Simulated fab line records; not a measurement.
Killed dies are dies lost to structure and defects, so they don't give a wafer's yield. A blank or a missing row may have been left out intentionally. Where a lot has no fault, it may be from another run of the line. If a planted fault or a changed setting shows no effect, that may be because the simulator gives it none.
The tool behind it: which one?    flow sky130    6 lots with 18 wafers sampled at 3 steps, on a route of 708 steps

## WHAT THE GAUGES SHOWED, per wafer
SKY_CAPM_THK_MEAS_01.
lot   measured      on             CAPM_CVD_00_THK (nm)
L160  day 36 23:01  film-metro-03  15.49 15.31 15.54
L162  day 37 15:11  film-metro-04  15.68 15.51 15.91
L166  day 39 12:11  film-metro-04  15.54 15.93 16.10
L169  day 39 21:59  film-metro-03  15.35 15.50 15.77
L175  day 41 17:03  film-metro-02  15.72 15.45 15.73
L180  day 42 22:56  film-metro-02  15.71 15.37 16.15

## WHAT TOOL EACH LOT RAN ON (gives the tool, then ch and the chambers of the sampled wafers, and finally the start)
lot   SKY_FIELD_ISO_WET_ETCH_30       SKY_METAL3_SPUTTER_02
L160  wet-bench-01 ch 2, day 2 20:47  pvd-sputter-01, day 36 22:53
L162  wet-bench-04 ch 1, day 3 08:20  pvd-sputter-01, day 37 15:04
L166  wet-bench-01 ch 3, day 4 03:59  pvd-sputter-02, day 39 12:03
L169  wet-bench-01 ch 1, day 4 20:47  pvd-sputter-01, day 39 21:52
L175  wet-bench-01 ch 0, day 6 01:28  pvd-sputter-01, day 41 16:55
L180  wet-bench-03 ch 3, day 7 06:16  pvd-sputter-02, day 42 22:48
- SKY_FIELD_ISO_WET_ETCH_30: etches SiO2 in dHF, target depth 25 nm, time 50 s.
- SKY_METAL3_SPUTTER_02: material AlCu, target thk 735 nm, time 39.1 s.

## THE ANSWER, worked out from the rows above alone
Rule: the lots themselves supply what counts as usual. The widest of any qualifying gaps counts: lots, ordered by their means at a reading, are off when they make up no more than a third of the lots, leave a main group of 4 or more, and stand apart from it by 3 or more times the standard deviation of that group's means. A main group is skipped when, at the precision printed for the reading in the tables above, its means are all equal. Also off: a lot with no number at a reading for which 4 or more lots have one. Where the step has rows for the other lots, those lots are counted as sound.
No lot is off at any reading shown: from this, nothing can be told.

## WHAT THE SIMULATOR HAD PUT IN
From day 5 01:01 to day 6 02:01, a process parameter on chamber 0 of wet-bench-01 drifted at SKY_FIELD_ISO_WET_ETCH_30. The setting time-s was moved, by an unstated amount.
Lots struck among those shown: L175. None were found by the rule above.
